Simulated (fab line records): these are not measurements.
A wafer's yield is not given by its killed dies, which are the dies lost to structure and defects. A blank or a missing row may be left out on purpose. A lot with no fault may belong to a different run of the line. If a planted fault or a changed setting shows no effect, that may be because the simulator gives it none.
Which of the tools did it?	flow sky130	33 wafers from 11 lots sampled at 3 of the route's 708 steps

WHAT EACH GAUGE READ, for each wafer
SKY_SD_P_CD_MEAS_07: target cd 380 nm. Usual: cd-nm at 380.3 nm, with a standard deviation of 1.9.
lot	measured	on	cd-nm (nm)	flag
L934	day 26 09:00	cd-sem-01	377.1 377.1 378.4	
L935	day 26 19:07	cd-sem-01	379.9 378.4 380.9	
L937	day 27 19:49	cd-sem-02	379.5 378.9 379.1	
L943	day 29 18:10	cd-sem-02	380.1 382.7 378.4	
L948	day 31 01:01	cd-sem-02	383.7 381.8 382.0	
L949	day 31 08:22	cd-sem-01	379.4 382.1 382.5	
L950	day 31 21:55	cd-sem-02	383.0 384.9 384.1	
L951	day 32 03:04	cd-sem-02	378.5 380.9 378.1	
L952	day 32 09:08	cd-sem-01	377.3 379.7 377.6	
L954	day 32 22:26	cd-sem-02	380.0 377.4 376.7	
L955	day 33 05:40	cd-sem-02	381.1 379.3 379.9	

SKY_SD_N_TW_MEAS_12. Usual: SD_N_TW 3963, standard deviation 35.
lot	measured	on	SD_N_TW	flag
L934	day 28 20:20	film-metro-01	3983 3980 3979	
L935	day 29 06:17	film-metro-01	3974 3994 3995	
L937	day 30 05:28	film-metro-04	3946 3933 3969	
L943	day 32 02:12	film-metro-03	3978 3983 4004	
L948	day 33 07:55	film-metro-01	3919 3930 3923	
L949	day 33 14:31	film-metro-03	3989 3976 3993	
L950	day 34 03:25	film-metro-03	4019 4026 4018	
L951	day 34 08:28	film-metro-03	4013 4009 4002	
L952	day 34 15:34	film-metro-01	3990 3985 3970	
L954	day 35 04:40	film-metro-01	3950 3945 3967	
L955	day 35 10:37	film-metro-04	3903 3912 3949	

SKY_SD_N_RS_MEAS_18: measurement is done with a four-point probe. Usual: RES_XHIGH_RS 333.4 ohm/sq, standard deviation 1.3.
lot	measured	on	RES_XHIGH_RS (ohm/sq)	flag
L934	day 28 20:53	film-metro-03	335.4 334.1 334.3	
L935	day 29 06:49	film-metro-03	334.2 333.7 333.1	
L937	day 30 06:03	film-metro-01	333.5 334.8 333.8	
L943	day 32 02:44	film-metro-04	334.0 333.8 333.6	
L948	day 33 08:26	film-metro-04	333.6 334.5 333.3	
L949	day 33 15:04	film-metro-01	332.6 332.9 331.8	
L950	day 34 03:56	film-metro-04	334.2 334.4 333.4	
L951	day 34 08:59	film-metro-01	331.3 331.3 332.4	
L952	day 34 16:05	film-metro-03	335.1 334.8 334.0	
L954	day 35 05:11	film-metro-03	333.8 335.6 335.2	
L955	day 35 11:10	film-metro-01	333.2 331.7 333.5	

WHICH TOOL RAN EACH LOT (tool, then ch and the chambers of the sampled wafers, then the start)
The record shows no process step preceding these readings.

AS READ BY THE TOOLS THEMSELVES (means over the sampled wafers that have a number; for cases with no such wafer, the mark the record gives instead)
The record holds no such reading with a usual standard deviation.

THE ANSWER, worked out from the rows above alone
Rule: lot off if the mean of its wafers having a number is beyond 3 standard deviations from the usual mean. A lot without any number at a reading at which 4 lots or more have one is off too. Where the step has rows for the other lots, those lots are counted as sound. After the gauges, taken in route order, come the tools' own readings; for these a lot's mean is taken, as printed above. At the first step where some lot is off, the reading lying furthest off is the one used; lots without a number count as furthest.
No lot is off on any of the readings shown, so nothing can be concluded from this.

WHAT WAS PUT IN BY THE SIMULATOR
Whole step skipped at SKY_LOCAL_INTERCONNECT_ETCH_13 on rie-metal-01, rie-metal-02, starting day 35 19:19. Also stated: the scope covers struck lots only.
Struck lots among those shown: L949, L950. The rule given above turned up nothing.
